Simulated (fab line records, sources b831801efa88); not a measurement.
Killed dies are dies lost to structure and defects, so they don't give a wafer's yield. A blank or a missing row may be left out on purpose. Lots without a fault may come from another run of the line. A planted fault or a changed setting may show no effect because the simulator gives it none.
Which tool did it? | flow sky130 | 10 lots, 30 wafers sampled, at 5 steps of a route of 708

WHAT THE GAUGES READ, wafer by wafer
SKY_PASSIVATION_THK_MEAS_03.
lot  | measured     | on            | PASSIVATION_CVD_02_THK (nm)
L215 | day 43 18:47 | film_metro-02 | 530 533 543
L219 | day 45 01:26 | film_metro-02 | 542 546 542
L223 | day 45 21:04 | film_metro-01 | 532 538 544
L224 | day 46 04:28 | film_metro-01 | 537 539 545
L225 | day 46 13:04 | film_metro-01 | 523 537 525
L229 | day 47 11:11 | film_metro-01 | 528 526 540
L232 | day 47 22:46 | film_metro-03 | 209 207 209
L233 | day 48 01:44 | film_metro-01 | 531 529 540
L238 | day 49 12:15 | film_metro-01 | 531 531 540
L237 | day 49 18:08 | film_metro-03 | 200 212 211

WHICH TOOL RAN EACH LOT (tool, then ch and the chambers of the sampled wafers, then the start)
lot  | SKY_VIA4_ETCH_12                   | SKY_VIA4_STRIP_13                    | SKY_VIA4_CVD_18               | SKY_PASSIVATION_CVD_02
L215 | rie_diel-04 ch 0,2,3, day 42 17:38 | plasma_asher-01 ch 0,1, day 42 17:42 | cvd_w-02 ch 0,1, day 42 18:23 | pecvd-04 ch 0,1,2, day 43 18:34
L219 | rie_diel-03 ch 1,2,3, day 44 00:23 | plasma_asher-04 ch 0,1, day 44 00:27 | cvd_w-02 ch 0,1, day 44 01:07 | pecvd-03 ch 0,1,2, day 45 01:13
L223 | rie_diel-03 ch 2,3, day 44 20:50   | plasma_asher-01 ch 0,1, day 44 20:54 | cvd_w-01 ch 0, day 44 21:34   | pecvd-01 ch 1,2, day 45 20:50
L224 | rie_diel-03 ch 2,3, day 45 04:37   | plasma_asher-02 ch 0,1, day 45 04:41 | cvd_w-02 ch 0,1, day 45 05:20 | pecvd-03 ch 0,1, day 46 04:14
L225 | rie_diel-03 ch 0,1,3, day 45 14:38 | plasma_asher-02 ch 0,1, day 45 14:44 | cvd_w-01 ch 0,1, day 45 15:25 | pecvd-04 ch 0,1, day 46 12:49
L229 | rie_diel-04 ch 0,1, day 46 11:02   | plasma_asher-04 ch 0,1, day 46 11:06 | cvd_w-01 ch 0,1, day 46 12:17 | pecvd-04 ch 0,2, day 47 10:58
L232 | rie_diel-04 ch 0,2,3, day 47 01:01 | plasma_asher-01 ch 0,1, day 47 01:05 | cvd_w-01 ch 0, day 47 01:47   | pecvd-03 ch 0,1,2, day 47 22:33
L233 | rie_diel-04 ch 0,2,3, day 47 04:14 | plasma_asher-02 ch 0,1, day 47 04:19 | cvd_w-01 ch 0,1, day 47 04:58 | pecvd-04 ch 1,2, day 48 01:31
L238 | rie_diel-03 ch 1,3, day 48 16:25   | plasma_asher-04 ch 0, day 48 16:29   | cvd_w-01 ch 0,1, day 48 17:08 | pecvd-04 ch 0,1, day 49 12:01
L237 | rie_diel-02 ch 0,1, day 48 21:55   | plasma_asher-02 ch 0,1, day 48 22:01 | cvd_w-01 ch 0,1, day 48 22:41 | pecvd-03 ch 0,1,2, day 49 17:53
- SKY_VIA4_ETCH_12: etches SiO2 in C4F8/O2/Ar, stops on TiN, target depth 580 nm.
- SKY_VIA4_STRIP_13: strips in O2/N2.
- SKY_VIA4_CVD_18: deposits W, target thk 505 nm, time 152.14 s.
- SKY_PASSIVATION_CVD_02: deposits Si3N4, target thk 540 nm.

WHAT THE TOOLS THEMSELVES READ (means of the sampled wafers that have a number; where no wafer has one, the mark that the record gives instead)
SKY_VIA4_ETCH_12.
lot  | tool        | oes_product_au (a.u.)
L215 | rie_diel-04 | 0.928
L219 | rie_diel-03 | 0.925
L223 | rie_diel-03 | 0.927
L224 | rie_diel-03 | 0.920
L225 | rie_diel-03 | 0.924
L229 | rie_diel-04 | 0.929
L232 | rie_diel-04 | 0.928
L233 | rie_diel-04 | 0.929
L238 | rie_diel-03 | 0.924
L237 | rie_diel-02 | 0.926

SKY_VIA4_STRIP_13.
lot  | tool            | drypump_motor_current_A (A) | o2_flow_sccm (sccm) | oes_product_au (a.u.) | strip_time_to_endpoint_s (s)
L215 | plasma_asher-01 | 5.73                        | 3002                | 0.710                 | 12.790
L219 | plasma_asher-04 | 5.94                        | 2998                | 0.710                 | 12.807
L223 | plasma_asher-01 | 5.69                        | 3000                | 0.711                 | 12.811
L224 | plasma_asher-02 | 5.75                        | 3001                | 0.707                 | 12.826
L225 | plasma_asher-02 | 5.82                        | 3002                | 0.716                 | 12.802
L229 | plasma_asher-04 | 5.91                        | 3000                | 0.709                 | 12.791
L232 | plasma_asher-01 | 5.67                        | 2996                | 0.711                 | 12.776
L233 | plasma_asher-02 | 5.75                        | 3008                | 0.708                 | 12.797
L238 | plasma_asher-04 | 5.90                        | 3006                | 0.712                 | 12.788
L237 | plasma_asher-02 | 5.76                        | 3002                | 0.710                 | 12.794

SKY_VIA4_CVD_18.
lot  | tool     | heater_power_outer_w (W) | heater_power_w (W)
L215 | cvd_w-02 | 489                      | 795
L219 | cvd_w-02 | 481                      | 805
L223 | cvd_w-01 | 465                      | 776
L224 | cvd_w-02 | 517                      | 871
L225 | cvd_w-01 | 505                      | 860
L229 | cvd_w-01 | 482                      | 814
L232 | cvd_w-01 | 463                      | 777
L233 | cvd_w-01 | 511                      | 854
L238 | cvd_w-01 | 474                      | 823
L237 | cvd_w-01 | 508                      | 864

SKY_PASSIVATION_CVD_02.
lot  | tool     | heater_power_outer_w (W) | heater_power_w (W)
L215 | pecvd-04 | 434                      | 719
L219 | pecvd-03 | 443                      | 762
L223 | pecvd-01 | 396                      | 706
L224 | pecvd-03 | 371                      | 643
L225 | pecvd-04 | 475                      | 747
L229 | pecvd-04 | 457                      | 766
L232 | pecvd-03 | 430                      | 733
L233 | pecvd-04 | 451                      | 733
L238 | pecvd-04 | 468                      | 743
L237 | pecvd-03 | 422                      | 723

THE ANSWER, worked out from the rows above alone
Rule: what is usual is taken from the lots themselves. Put in order of their means at a reading, lots are off if they are a third of the lots or fewer, leave a main group of 4 or more, and stand apart from it by a gap of 3 or more times the standard deviation of the main group's means; of several such gaps the widest counts. A main group whose means are all the same, to the digits that the tables above print for the reading, isn't used. A lot without any number at a reading at which 4 lots or more have one is off too. The other lots that the step has rows for count as sound. The gauges are gone through in route order, then the tools' own readings, and for those a lot's mean is taken as printed above. The first step at which some lot is off is used, and at that step the reading that is off furthest; a lot without a number counts as furthest.
Off: L232, L237, at SKY_PASSIVATION_THK_MEAS_03 (PASSIVATION_CVD_02_THK). The main group: mean 536 nm, standard deviation 4.6.
A tool fits if, at a process step before that reading, it ran every lot that is off, and no sound lot after the first of them. The gauges at SKY_PASSIVATION_THK_MEAS_03 are tried like those tools. Can't be told from this: 2 tools fit, pecvd-03 at SKY_PASSIVATION_CVD_02, film_metro-03 at SKY_PASSIVATION_THK_MEAS_03.

WHAT THE SIMULATOR HAD PUT IN
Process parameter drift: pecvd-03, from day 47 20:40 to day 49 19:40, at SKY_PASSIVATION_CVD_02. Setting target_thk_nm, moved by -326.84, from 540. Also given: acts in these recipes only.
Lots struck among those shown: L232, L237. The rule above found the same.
